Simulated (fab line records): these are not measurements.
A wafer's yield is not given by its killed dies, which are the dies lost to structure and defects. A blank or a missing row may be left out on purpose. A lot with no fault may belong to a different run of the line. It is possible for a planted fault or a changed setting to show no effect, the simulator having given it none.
Commonality check across tools | flow sky130 | Sampled: 12 lots, 36 wafers

== WHY THIS WAS OPENED ==
SKY_VT_ADJUST_LVTN_OVL_MEAS_18, reading VT_ADJUST_LVTN_01_OVL: flagged on 4 of 12 lots. Wafers without a fault read -0.5 nm, standard deviation 1.5.
Rule: a lot is flagged in two cases, either no wafer of it has a number, or all its wafers with numbers fall more than 4 standard deviations from that mean. The rest of the lots are taken to be sound.

lot  | measured     | on         | VT_ADJUST_LVTN_01_OVL (nm), wafer by wafer | flag
L160 | day 7 18:32  | overlay-01 | -1.9 -1.2 -0.2                             |
L161 | day 7 19:35  | overlay-01 | -1.3 -0.7 -0.7                             |
L162 | day 8 07:28  | overlay-01 | -1.7 -1.8 -2.0                             |
L167 | day 9 23:41  | overlay-02 | 0.7 -1.5 1.6                               |
L166 | day 10 01:15 | overlay-02 | 0.2 1.1 1.6                                |
L169 | day 10 22:29 | overlay-01 | 272.4 273.4 273.5                          | FLAGGED
L170 | day 10 22:47 | overlay-02 | 272.4 271.4 271.5                          | FLAGGED
L171 | day 10 23:06 | overlay-01 | 271.2 272.0 270.0                          | FLAGGED
L173 | day 12 01:17 | overlay-02 | 275.3 273.6 275.2                          | FLAGGED
L180 | day 13 09:35 | overlay-02 | -1.1 -0.2 -1.9                             |
L182 | day 13 23:43 | overlay-01 | -2.5 -3.9 -1.5                             |
L183 | day 14 07:22 | overlay-02 | -0.3 1.6 -0.9                              |
The numbers of the flagged lots are 272.7 nm on average: +273.2 nm against the usual, or +99 or more standard deviations.

== TOOL THAT RAN EACH LOT ==
The record keeps 1 process step preceding the reading, out of 708 steps on the route. Every cell lists first the tool, next ch and the chambers used by the sampled wafers, and last the start.
lot  | flag    | SKY_VT_ADJUST_LVTN_EXPOSE_15
L160 |         | iline_stepper-02 ch 0, day 7 08:58
L161 |         | iline_stepper-01 ch 0, day 7 10:11
L162 |         | iline_stepper-01 ch 0, day 7 21:26
L167 |         | iline_stepper-01 ch 0, day 9 12:56
L166 |         | iline_stepper-02 ch 0, day 9 14:26
L169 | FLAGGED | iline_stepper-02 ch 0, day 10 11:04
L170 | FLAGGED | iline_stepper-02 ch 0, day 10 11:32
L171 | FLAGGED | iline_stepper-02 ch 0, day 10 12:18
L173 | FLAGGED | iline_stepper-02 ch 0, day 11 13:53
L180 |         | iline_stepper-01 ch 0, day 12 20:56
L182 |         | iline_stepper-01 ch 0, day 13 11:25
L183 |         | iline_stepper-01 ch 0, day 13 18:52
What these steps do:
- SKY_VT_ADJUST_LVTN_EXPOSE_15: exposes mask HVN STD DERIVED, target cd 600 nm.
- SKY_VT_ADJUST_LVTN_OVL_MEAS_18

== FLAGGED AGAINST TOTAL, ONE TOOL AT A TIME (gauges that did the reading follow at the end) ==
step                           | tool             | lots run | flagged | share of the flagged lots | sound lots run after its first flagged lot
SKY_VT_ADJUST_LVTN_EXPOSE_15   | iline_stepper-01 | 6        | 0       | none                      | -
SKY_VT_ADJUST_LVTN_EXPOSE_15   | iline_stepper-02 | 6        | 4       | all                       | 0
SKY_VT_ADJUST_LVTN_OVL_MEAS_18 | overlay-01       | 6        | 2       | some                      | 1 (L182)
SKY_VT_ADJUST_LVTN_OVL_MEAS_18 | overlay-02       | 6        | 2       | some                      | 2 (L180,L183)

== WHAT THE TABLE ALLOWS ==
All flagged lots share 1 row of the table, namely iline_stepper-02 at SKY_VT_ADJUST_LVTN_EXPOSE_15.
- iline_stepper-02 at SKY_VT_ADJUST_LVTN_EXPOSE_15: 4 of its 6 lots flagged. It ran its last sound lot, L166, at day 9 14:26 and its first flagged lot, L169, at day 10 11:04: a fault with its onset between the two fits.
iline_stepper-02 at SKY_VT_ADJUST_LVTN_EXPOSE_15 is the single tool remaining.

== WHAT THE SIMULATOR PUT IN ==
Scanner matching overlay: iline_stepper-02, from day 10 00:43 on, at SKY_VT_ADJUST_LVTN_EXPOSE_15. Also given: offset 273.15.
Lots struck among those shown: L169, L170, L171, L173. The rule above found the same.
